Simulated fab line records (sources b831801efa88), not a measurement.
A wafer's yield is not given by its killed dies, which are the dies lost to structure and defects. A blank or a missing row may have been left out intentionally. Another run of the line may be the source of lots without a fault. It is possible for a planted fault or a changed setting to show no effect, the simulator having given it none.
Which tool was responsible? + flow sky130 + 24 lots, 72 wafers sampled, at 6 steps of a route of 708

WHAT THE GAUGES READ, wafer by wafer
SKY_VT_ADJUST_HVTR_CD_MEAS_07 targets a cd of 380 nm. Usual: 380.3 nm for cd-nm, sd 2.3.
| lot  | measured     | on        | cd-nm (nm)        | flag |
|------|--------------|-----------|-------------------|------|
| L074 | day 9 11:27  | cd-sem-02 | 384.9 384.0 383.0 |      |
| L075 | day 9 19:18  | cd-sem-02 | 380.4 379.9 380.1 |      |
| L076 | day 10 00:50 | cd-sem-02 | 376.9 380.0 375.9 |      |
| L077 | day 10 05:32 | cd-sem-02 | 379.8 378.8 379.7 |      |
| L078 | day 10 14:20 | cd-sem-02 | 379.7 378.7 379.1 |      |
| L079 | day 10 23:47 | cd-sem-02 | 385.4 382.9 386.7 |      |
| L080 | day 11 08:42 | cd-sem-02 | 384.1 382.1 379.5 |      |
| L081 | day 11 22:15 | cd-sem-02 | 380.3 381.7 379.2 |      |
| L082 | day 11 23:27 | cd-sem-02 | 381.9 382.1 383.6 |      |
| L083 | day 12 02:26 | cd-sem-02 | 376.4 375.9 377.8 |      |
| L084 | day 12 10:53 | cd-sem-02 | 381.5 379.2 379.4 |      |
| L085 | day 12 23:20 | cd-sem-01 | 380.2 380.5 382.7 |      |
| L086 | day 13 08:55 | cd-sem-02 | 380.2 381.8 381.5 |      |
| L087 | day 13 16:17 | cd-sem-01 | 378.2 379.8 377.0 |      |
| L088 | day 14 03:56 | cd-sem-02 | 379.3 380.8 380.9 |      |
| L089 | day 14 09:35 | cd-sem-01 | 377.8 379.9 378.0 |      |
| L090 | day 14 10:38 | cd-sem-01 | 383.0 381.0 383.1 |      |
| L091 | day 14 16:01 | cd-sem-01 | 381.9 380.8 382.7 |      |
| L092 | day 15 08:09 | cd-sem-02 | 380.8 379.1 381.1 |      |
| L093 | day 15 12:42 | cd-sem-02 | 380.0 376.8 378.8 |      |
| L094 | day 16 05:02 | cd-sem-02 | 380.0 383.4 378.2 |      |
| L095 | day 16 03:42 | cd-sem-02 | 383.0 382.6 379.2 |      |
| L096 | day 16 08:09 | cd-sem-01 | 381.1 378.6 378.9 |      |
| L097 | day 16 15:22 | cd-sem-02 | 378.8 376.4 378.5 |      |

SKY_METAL1_CD_MEAS_15 targets a cd of 140 nm. Usual: 139.8 nm for cd-nm, sd 1.5.
| lot  | measured     | on        | cd-nm (nm)        | flag |
|------|--------------|-----------|-------------------|------|
| L074 | day 32 18:58 | cd-sem-01 | 139.8 140.3 140.5 |      |
| L075 | day 32 22:50 | cd-sem-02 | 140.2 141.8 141.6 |      |
| L076 | day 33 14:50 | cd-sem-01 | 141.3 141.7 141.6 |      |
| L077 | day 34 02:51 | cd-sem-02 | 136.0 138.3 138.9 |      |
| L078 | day 34 05:50 | cd-sem-01 | 140.4 139.4 140.5 |      |
| L079 | day 34 18:07 | cd-sem-02 | 139.9 139.7 139.5 |      |
| L080 | day 35 01:37 | cd-sem-02 | 143.4 142.6 142.8 |      |
| L081 | day 35 16:48 | cd-sem-02 | 140.1 141.4 138.5 |      |
| L082 | day 35 18:35 | cd-sem-02 | 138.6 139.2 139.4 |      |
| L083 | day 35 23:46 | cd-sem-01 | 139.6 138.5 139.8 |      |
| L084 | day 36 07:47 | cd-sem-01 | 138.0 141.9 141.0 |      |
| L085 | day 36 17:35 | cd-sem-02 | 139.2 139.1 137.6 |      |
| L086 | day 37 08:17 | cd-sem-01 | 141.3 139.8 139.7 |      |
| L087 | day 37 08:36 | cd-sem-02 | 141.4 140.3 142.1 |      |
| L088 | day 37 22:51 | cd-sem-02 | 139.0 140.7 140.2 |      |
| L089 | day 38 04:46 | cd-sem-01 | 139.4 140.8 140.8 |      |
| L090 | day 38 03:21 | cd-sem-01 | 136.9 136.8 138.1 |      |
| L091 | day 38 07:49 | cd-sem-01 | 140.9 141.8 140.7 |      |
| L092 | day 38 19:12 | cd-sem-01 | 137.6 138.5 138.6 |      |
| L093 | day 38 23:04 | cd-sem-01 | 139.0 139.0 140.5 |      |
| L094 | day 39 15:50 | cd-sem-01 | 136.6 138.1 136.3 |      |
| L095 | day 39 07:57 | cd-sem-01 | 140.8 139.2 139.9 |      |
| L096 | day 39 23:54 | cd-sem-01 | 141.0 141.7 141.8 |      |
| L097 | day 39 22:53 | cd-sem-01 | 139.9 138.9 137.6 |      |

SKY_VIA3_RS_MEAS_22: the measuring method here is four-point-probe. Usual: VIA3_W_RS gives 0.294 ohm/sq (standard deviation 0.0037).
| lot  | measured     | on            | VIA3_W_RS (ohm/sq) | flag |
|------|--------------|---------------|--------------------|------|
| L074 | day 39 16:31 | film-metro-01 | 0.294 0.297 0.291  |      |
| L075 | day 39 18:40 | film-metro-02 | 0.294 0.300 0.297  |      |
| L076 | day 40 11:10 | film-metro-04 | 0.292 0.294 0.296  |      |
| L077 | day 40 21:41 | film-metro-01 | 0.294 0.298 0.292  |      |
| L078 | day 41 04:04 | film-metro-04 | 0.294 0.297 0.299  |      |
| L079 | day 41 11:10 | film-metro-01 | 0.297 0.294 0.294  |      |
| L080 | day 41 17:20 | film-metro-04 | 0.298 0.296 0.296  |      |
| L081 | day 42 08:25 | film-metro-02 | 0.293 0.290 0.291  |      |
| L082 | day 42 10:07 | film-metro-02 | 0.289 0.301 0.292  |      |
| L083 | day 42 17:08 | film-metro-01 | 0.289 0.294 0.292  |      |
| L084 | day 42 21:01 | film-metro-04 | 0.292 0.297 0.293  |      |
| L085 | day 43 03:43 | film-metro-02 | 0.292 0.299 0.292  |      |
| L086 | day 43 16:38 | film-metro-01 | 0.295 0.295 0.298  |      |
| L087 | day 43 16:59 | film-metro-02 | 0.293 0.298 0.301  |      |
| L088 | day 44 08:13 | film-metro-04 | 0.289 0.289 0.299  |      |
| L089 | day 44 14:44 | film-metro-01 | 0.299 0.296 0.293  |      |
| L090 | day 44 11:40 | film-metro-02 | 0.293 0.293 0.291  |      |
| L091 | day 44 16:50 | film-metro-02 | 0.299 0.301 0.293  |      |
| L092 | day 45 02:19 | film-metro-01 | 0.295 0.290 0.298  |      |
| L093 | day 45 03:37 | film-metro-02 | 0.291 0.286 0.291  |      |
| L094 | day 45 19:53 | film-metro-01 | 0.294 0.296 0.298  |      |
| L095 | day 45 15:37 | film-metro-02 | 0.288 0.288 0.288  |      |
| L096 | day 46 02:48 | film-metro-01 | 0.293 0.291 0.296  |      |
| L097 | day 46 01:29 | film-metro-02 | 0.293 0.292 0.289  |      |

EACH LOT AND THE TOOL THAT RAN IT (in order: tool; ch and the chambers of the sampled wafers; start)
| lot  | SKY_FIELD_ISO_ETCH_15             | SKY_LDD_HVN_STRIP_09                 | SKY_METAL2_SPUTTER_01        |
|------|-----------------------------------|--------------------------------------|------------------------------|
| L074 | rie-diel-02 ch 0,3, day 2 05:32   | plasma-asher-03 ch 0,1, day 20 09:10 | pvd-sputter-04, day 34 00:17 |
| L075 | rie-diel-04 ch 2,3, day 2 12:00   | plasma-asher-04 ch 0,1, day 20 09:48 | pvd-sputter-04, day 34 03:56 |
| L076 | rie-diel-03 ch 0,1,3, day 2 17:41 | plasma-asher-03 ch 0,1, day 21 01:28 | pvd-sputter-01, day 34 20:33 |
| L077 | rie-diel-04 ch 2,3, day 2 19:59   | plasma-asher-04 ch 0,1, day 21 20:18 | pvd-sputter-01, day 35 08:43 |
| L078 | rie-diel-04 ch 0,1,3, day 3 02:45 | plasma-asher-03 ch 0, day 21 21:19   | pvd-sputter-04, day 35 10:44 |
| L079 | rie-diel-02 ch 0,2,3, day 3 08:05 | plasma-asher-04 ch 0,1, day 22 13:57 | pvd-sputter-01, day 35 23:23 |
| L080 | rie-diel-04 ch 0,1,3, day 3 11:17 | plasma-asher-04 ch 0,1, day 22 23:52 | pvd-sputter-01, day 36 07:19 |
| L081 | rie-diel-03 ch 0,1,3, day 3 19:32 | plasma-asher-02 ch 0,1, day 23 14:34 | pvd-sputter-01, day 36 21:41 |
| L082 | rie-diel-02 ch 0,1,2, day 3 22:34 | plasma-asher-03 ch 0,1, day 23 15:33 | pvd-sputter-01, day 37 00:17 |
| L083 | rie-diel-04 ch 0,3, day 4 03:36   | plasma-asher-03 ch 0,1, day 24 01:27 | pvd-sputter-02, day 37 04:08 |
| L084 | rie-diel-04 ch 0,1, day 4 08:00   | plasma-asher-03 ch 0,1, day 24 07:38 | pvd-sputter-02, day 37 12:47 |
| L085 | rie-diel-04 ch 1,2, day 4 17:53   | plasma-asher-04 ch 0,1, day 24 20:58 | pvd-sputter-04, day 37 22:32 |
| L086 | rie-diel-03 ch 1,3, day 4 21:14   | plasma-asher-04 ch 0,1, day 25 10:06 | pvd-sputter-01, day 38 12:53 |
| L087 | rie-diel-04 ch 0,1, day 5 00:39   | plasma-asher-02 ch 0,1, day 25 12:18 | pvd-sputter-02, day 38 12:56 |
| L088 | rie-diel-03 ch 0,2,3, day 5 05:11 | plasma-asher-04 ch 0,1, day 26 03:33 | pvd-sputter-01, day 39 03:10 |
| L089 | rie-diel-04 ch 2,3, day 5 13:35   | plasma-asher-02 ch 0,1, day 26 13:00 | pvd-sputter-02, day 39 08:17 |
| L090 | rie-diel-04 ch 1,2,3, day 5 15:21 | plasma-asher-04 ch 0,1, day 26 12:39 | pvd-sputter-01, day 39 07:49 |
| L091 | rie-diel-03 ch 0,1, day 5 20:36   | plasma-asher-02 ch 0,1, day 26 15:51 | pvd-sputter-01, day 39 11:41 |
| L092 | rie-diel-03 ch 0,1,2, day 6 05:53 | plasma-asher-03 ch 0,1, day 27 02:03 | pvd-sputter-02, day 39 22:24 |
| L093 | rie-diel-04 ch 0,2,3, day 6 12:30 | plasma-asher-04 ch 0,1, day 27 05:43 | pvd-sputter-02, day 40 02:29 |
| L094 | rie-diel-02 ch 0,1,3, day 6 14:48 | plasma-asher-03 ch 1, day 28 05:18   | pvd-sputter-04, day 40 19:29 |
| L095 | rie-diel-03 ch 1,2,3, day 6 19:38 | plasma-asher-04 ch 0,1, day 27 20:51 | pvd-sputter-01, day 40 11:58 |
| L096 | rie-diel-04 ch 0,2,3, day 6 23:32 | plasma-asher-02 ch 0,1, day 28 12:16 | pvd-sputter-04, day 41 05:16 |
| L097 | rie-diel-02 ch 0,3, day 7 06:32   | plasma-asher-02 ch 0,1, day 28 11:24 | pvd-sputter-01, day 41 04:58 |
- SKY_FIELD_ISO_ETCH_15: etches the open film in CHF3/O2, stops on Si, target depth 180 nm, time 72 s.
- SKY_LDD_HVN_STRIP_09: strips in O2/N2.
- SKY_METAL2_SPUTTER_01: material TiN, target thk 20 nm, time 16.7 s.

AS READ BY THE TOOLS THEMSELVES (means over the sampled wafers that have a number; for cases with no such wafer, the mark the record gives instead)
SKY_FIELD_ISO_ETCH_15. Usual: drypump-motor-current-A 5.6 A, standard deviation 0.47; oes-product-au 0.948 a.u., standard deviation 0.0072; throttle-valve-pct 8.845 %, standard deviation 0.0089.
| lot  | tool        | drypump-motor-current-A (A) | oes-product-au (a.u.) | throttle-valve-pct (%) | flag |
|------|-------------|-----------------------------|-----------------------|------------------------|------|
| L074 | rie-diel-02 | 5.1                         | 0.940                 | 8.836                  |      |
| L075 | rie-diel-04 | 6.0                         | 0.951                 | 8.850                  |      |
| L076 | rie-diel-03 | 5.5                         | 0.957                 | 8.845                  |      |
| L077 | rie-diel-04 | 6.0                         | 0.948                 | 8.851                  |      |
| L078 | rie-diel-04 | 5.7                         | 0.946                 | 8.840                  |      |
| L079 | rie-diel-02 | 5.2                         | 0.939                 | 8.846                  |      |
| L080 | rie-diel-04 | 5.8                         | 0.946                 | 8.856                  |      |
| L081 | rie-diel-03 | 5.5                         | 0.949                 | 8.854                  |      |
| L082 | rie-diel-02 | 5.7                         | 0.952                 | 8.844                  |      |
| L083 | rie-diel-04 | 5.8                         | 0.941                 | 8.848                  |      |
| L084 | rie-diel-04 | 5.5                         | 0.945                 | 8.849                  |      |
| L085 | rie-diel-04 | 5.9                         | 0.943                 | 8.841                  |      |
| L086 | rie-diel-03 | 5.3                         | 0.950                 | 8.837                  |      |
| L087 | rie-diel-04 | 5.5                         | 0.948                 | 8.836                  |      |
| L088 | rie-diel-03 | 5.6                         | 0.946                 | 8.849                  |      |
| L089 | rie-diel-04 | 6.0                         | 0.954                 | 8.845                  |      |
| L090 | rie-diel-04 | 6.0                         | 0.954                 | 8.839                  |      |
| L091 | rie-diel-03 | 5.3                         | 0.939                 | 8.840                  |      |
| L092 | rie-diel-03 | 5.2                         | 0.947                 | 8.846                  |      |
| L093 | rie-diel-04 | 5.8                         | 0.952                 | 8.843                  |      |
| L094 | rie-diel-02 | 5.6                         | 0.940                 | 8.839                  |      |
| L095 | rie-diel-03 | 5.4                         | 0.950                 | 8.845                  |      |
| L096 | rie-diel-04 | 5.7                         | 0.954                 | 8.856                  |      |
| L097 | rie-diel-02 | 5.1                         | 0.959                 | 8.847                  |      |

SKY_LDD_HVN_STRIP_09. Usual: drypump-motor-current-A 5.7 A, standard deviation 0.52; n2-flow-sccm 300.1 sccm, standard deviation 0.93; oes-product-au 0.409 a.u., standard deviation 0.0044; strip-time-to-endpoint-s 4.142 s, standard deviation 0.014.
| lot  | tool            | drypump-motor-current-A (A) | n2-flow-sccm (sccm) | oes-product-au (a.u.) | strip-time-to-endpoint-s (s) | flag |
|------|-----------------|-----------------------------|---------------------|-----------------------|------------------------------|------|
| L074 | plasma-asher-03 | 5.4                         | 299.4               | 0.406                 | 4.146                        |      |
| L075 | plasma-asher-04 | 5.7                         | 300.5               | 0.408                 | 4.132                        |      |
| L076 | plasma-asher-03 | 5.3                         | 299.3               | 0.407                 | 4.131                        |      |
| L077 | plasma-asher-04 | 5.7                         | 300.9               | 0.408                 | 4.132                        |      |
| L078 | plasma-asher-03 | 5.6                         | 300.3               | 0.410                 | 4.156                        |      |
| L079 | plasma-asher-04 | 6.0                         | 300.1               | 0.406                 | 4.136                        |      |
| L080 | plasma-asher-04 | 5.7                         | 299.8               | 0.407                 | 4.137                        |      |
| L081 | plasma-asher-02 | 6.0                         | 300.1               | 0.404                 | 4.162                        |      |
| L082 | plasma-asher-03 | 5.4                         | 300.7               | 0.406                 | 4.135                        |      |
| L083 | plasma-asher-03 | 5.4                         | 299.7               | 0.411                 | 4.152                        |      |
| L084 | plasma-asher-03 | 5.3                         | 300.6               | 0.410                 | 4.139                        |      |
| L085 | plasma-asher-04 | 6.0                         | 299.9               | 0.407                 | 4.140                        |      |
| L086 | plasma-asher-04 | 6.0                         | 300.4               | 0.408                 | 4.135                        |      |
| L087 | plasma-asher-02 | 6.0                         | 300.6               | 0.409                 | 4.130                        |      |
| L088 | plasma-asher-04 | 5.7                         | 300.2               | 0.412                 | 4.168                        |      |
| L089 | plasma-asher-02 | 6.0                         | 299.6               | 0.410                 | 4.131                        |      |
| L090 | plasma-asher-04 | 6.0                         | 300.1               | 0.412                 | 4.159                        |      |
| L091 | plasma-asher-02 | 6.0                         | 300.5               | 0.409                 | 4.137                        |      |
| L092 | plasma-asher-03 | 5.3                         | 300.1               | 0.405                 | 4.141                        |      |
| L093 | plasma-asher-04 | 5.7                         | 300.4               | 0.410                 | 4.151                        |      |
| L094 | plasma-asher-03 | 5.1                         | 300.3               | 0.409                 | 4.138                        |      |
| L095 | plasma-asher-04 | 6.0                         | 299.9               | 0.410                 | 4.131                        |      |
| L096 | plasma-asher-02 | 5.6                         | 300.3               | 0.406                 | 4.145                        |      |
| L097 | plasma-asher-02 | 5.6                         | 300.7               | 0.408                 | 4.137                        |      |

SKY_METAL2_SPUTTER_01. Usual: chamber-pressure-pa 0.4000 Pa, standard deviation 0.0008; throttle-valve-pct 30.2 %, standard deviation 0.94.
| lot  | tool           | chamber-pressure-pa (Pa) | throttle-valve-pct (%) | flag |
|------|----------------|--------------------------|------------------------|------|
| L074 | pvd-sputter-04 | 0.3994                   | 29.5                   |      |
| L075 | pvd-sputter-04 | 0.4003                   | 30.3                   |      |
| L076 | pvd-sputter-01 | 0.3992                   | 29.7                   |      |
| L077 | pvd-sputter-01 | 0.4001                   | 30.4                   |      |
| L078 | pvd-sputter-04 | 0.3999                   | 29.5                   |      |
| L079 | pvd-sputter-01 | 0.4003                   | 30.0                   |      |
| L080 | pvd-sputter-01 | 0.4001                   | 29.7                   |      |
| L081 | pvd-sputter-01 | 0.4008                   | 29.7                   |      |
| L082 | pvd-sputter-01 | 0.3998                   | 30.0                   |      |
| L083 | pvd-sputter-02 | 0.3993                   | 30.1                   |      |
| L084 | pvd-sputter-02 | 0.4003                   | 30.1                   |      |
| L085 | pvd-sputter-04 | 0.3998                   | 29.8                   |      |
| L086 | pvd-sputter-01 | 0.4001                   | 30.7                   |      |
| L087 | pvd-sputter-02 | 0.3995                   | 30.2                   |      |
| L088 | pvd-sputter-01 | 0.4010                   | 30.4                   |      |
| L089 | pvd-sputter-02 | 0.4002                   | 30.2                   |      |
| L090 | pvd-sputter-01 | 0.4005                   | 30.7                   |      |
| L091 | pvd-sputter-01 | 0.3996                   | 30.8                   |      |
| L092 | pvd-sputter-02 | 0.4002                   | 30.0                   |      |
| L093 | pvd-sputter-02 | 0.3995                   | 30.3                   |      |
| L094 | pvd-sputter-04 | 0.3996                   | 30.3                   |      |
| L095 | pvd-sputter-01 | 0.3997                   | 30.8                   |      |
| L096 | pvd-sputter-04 | 0.4003                   | 29.9                   |      |
| L097 | pvd-sputter-01 | 0.3998                   | 29.1                   |      |

THE ANSWER, worked out from the rows above alone
Rule: a lot counts as off when the mean over its wafers that have a number is more than 3 standard deviations away from the usual mean. A lot without any number at a reading at which 4 lots or more have one is off too. All remaining lots with rows at the step are treated as sound. The gauges are gone through in route order, then the tools' own readings, and for those a lot's mean is taken as printed above. At the first step where some lot is off, the reading lying furthest off is the one used; lots without a number count as furthest.
Nothing can be told from this: no lot is off at any reading shown.

WHAT THE SIMULATOR HAD INSERTED
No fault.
